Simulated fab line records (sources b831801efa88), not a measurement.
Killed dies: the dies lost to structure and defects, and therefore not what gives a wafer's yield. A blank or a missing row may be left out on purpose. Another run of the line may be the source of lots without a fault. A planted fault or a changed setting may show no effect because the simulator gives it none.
Struck lot and sound lot, side by side ; flow sky130 ; 23 out of 708 route steps
Sound: the wafers L923.2, L923.3, L923.6. The struck wafers were L938.1, L938.2, L938.6. The cause is given at the end.
For every step that has rows: the tool of each side, followed by ch and its chambers, followed by its first start. Under that, the readings that differ: sound wafers ; struck wafers ; difference of the means ; sigmas: that difference in standard deviations of wafers without a fault.
alike: readings whose means differ by less than 2 such deviations, and words and numbers that are the same on both sides. not compared: withheld readings, readings that some wafer has no value for, bounds like >300 that may hide the same value, and numbers for which the record gives no deviation and whose values overlap.
Wherever a step has rows on one side only, a row that says differs or no value, or a row with sigmas, the two part there. When numbers do not overlap yet have no deviation, they are printed without sigmas and do not part them. A reading that every wafer of one side lacks parts them only if that side has two wafers or more.

SKY_METAL2_ETCH_18: etches BARC in N2/H2, stops on SiO2, time 45.9 s, target depth 60 nm.
  sound on rie_metal-02 ch 0,1, day 37 00:38; struck on rie_metal-02 ch 0,1, day 41 20:35
  alike: drypump_motor_current_A, he_backside_leak_sccm, oes_product_au, throttle_valve_pct
  not compared: rf_hours_counter_h
SKY_METAL2_METAL_ETCH_19: etches the open film in Cl2/BCl3, stops on SiO2, target depth 360 nm, time 78 s.
  sound on rie_metal-02 ch 0,1, day 37 00:41; struck on rie_metal-02 ch 0,1, day 41 20:39
  alike: drypump_motor_current_A, he_backside_leak_sccm, oes_product_au, throttle_valve_pct
  not compared: rf_hours_counter_h
SKY_METAL2_STRIP_20: strips in O2/N2.
  sound on plasma_asher-03 ch 0, day 37 00:47; struck on plasma_asher-02 ch 0,1, day 41 20:44
reading;sound;struck;difference;sigmas
strip_time_to_endpoint_s (s);2.695 2.695 2.699;2.778 2.764 2.745;+0.066;+2
  alike: drypump_motor_current_A, oes_product_au
  not compared: rf_hours_counter_h
then, 4 steps without rows for these wafers: SKY_METAL2_STRIP_21 (strips in post etch residue remover, time 1200 s); SKY_METAL2_CLEAN_22 (cleans in IPA, time 180 s); SKY_METAL2_CLEAN_23 (cleans in O3/DIW); SKY_VIA2_HDPCVD_00 (deposits SiO2, target thk 1180 nm, time 196.7 s).
SKY_VIA2_THK_MEAS_01:
  sound on film_metro-02, day 37 01:32; struck on film_metro-03, day 41 21:27
  alike: VIA2_HDPCVD_THK
SKY_VIA2_CMP_02: polishes SiO2.
  sound on cmp-01 ch 0,2,3, day 37 01:38; struck on cmp-02 ch 0,1,2, day 41 21:31
  alike: motor_current_A
SKY_VIA2_BOW_MEAS_03:
  sound on film_metro-03, day 37 01:55; struck on film_metro-03, day 41 21:49
  alike: VIA2_BOW
then, 2 steps without rows for these wafers: SKY_VIA2_DEHYDRATE_04 (time 60 s); SKY_VIA2_HMDS_05 (prime time 60 s).
SKY_VIA2_COAT_06: resist thk 60 nm.
  sound on litho_track-04 ch 0, day 37 14:40; struck on litho_track-02 ch 0, day 42 08:41
then, 5 steps without rows for these wafers: SKY_VIA2_COAT_07 (resist thk 450 nm); SKY_VIA2_SOFTBAKE_08 (time 90 s); SKY_VIA2_EXPOSE_09 (exposes mask VIM2, target cd 200 nm); SKY_VIA2_PEB_10; SKY_VIA2_DEVELOP_11 (develop time 60 s).
SKY_VIA2_CD_MEAS_12 targets a cd of 200 nm.
  sound on cd_sem-01, day 38 03:31; struck on cd_sem-01, day 42 20:53
  alike: cd_nm
SKY_VIA2_OVL_MEAS_13:
  sound on overlay-01, day 38 03:37; struck on overlay-01, day 42 21:00
reading;sound;struck;difference;sigmas
VIA2_OVL (nm);9 7 -2;-5 -5 -9;-11;-2
SKY_VIA2_ETCH_14: etches BARC in N2/H2, stops on SiO2, time 45.9 s, target depth 60 nm.
  sound on rie_diel-02 ch 0,1,3, day 38 03:38; struck on rie_diel-02 ch 0,2,3, day 42 21:02
reading;sound;struck;difference;sigmas
oes_product_au (a.u.);0.856 0.866 0.852;0.869 0.866 0.871;+0.011;+2
model.etch.depth_nm (nm);60.16 60.03 59.85;61.7 61.65 61.61;+1.6;
  alike: drypump_motor_current_A, throttle_valve_pct
  not compared: rf_hours_counter_h
SKY_VIA2_ETCH_15: etches SiO2 in C4F8/O2/Ar, stops on TiN, target depth 546 nm, time 84 s.
  sound on rie_diel-02 ch 0,1,3, day 38 03:41; struck on rie_diel-02 ch 0,2,3, day 42 21:05
  alike: oes_product_au
  not compared: rf_hours_counter_h
-- the record jumps here: 8 days lie between the struck wafers' starts before and after (it left off in module VIA2 and takes up again in module PAD_OPEN, whose first step shown is number 708 of the route) --
SKY_PAD_OPEN_PROBE_99:
  only the struck wafers here have rows in the record (prober-02, day 50 18:39); the sound ones have none

WHERE THEY PART
Last at SKY_PAD_OPEN_PROBE_99 as far as this record goes, first at SKY_METAL2_STRIP_20.

WHY: the cause the simulator had injected
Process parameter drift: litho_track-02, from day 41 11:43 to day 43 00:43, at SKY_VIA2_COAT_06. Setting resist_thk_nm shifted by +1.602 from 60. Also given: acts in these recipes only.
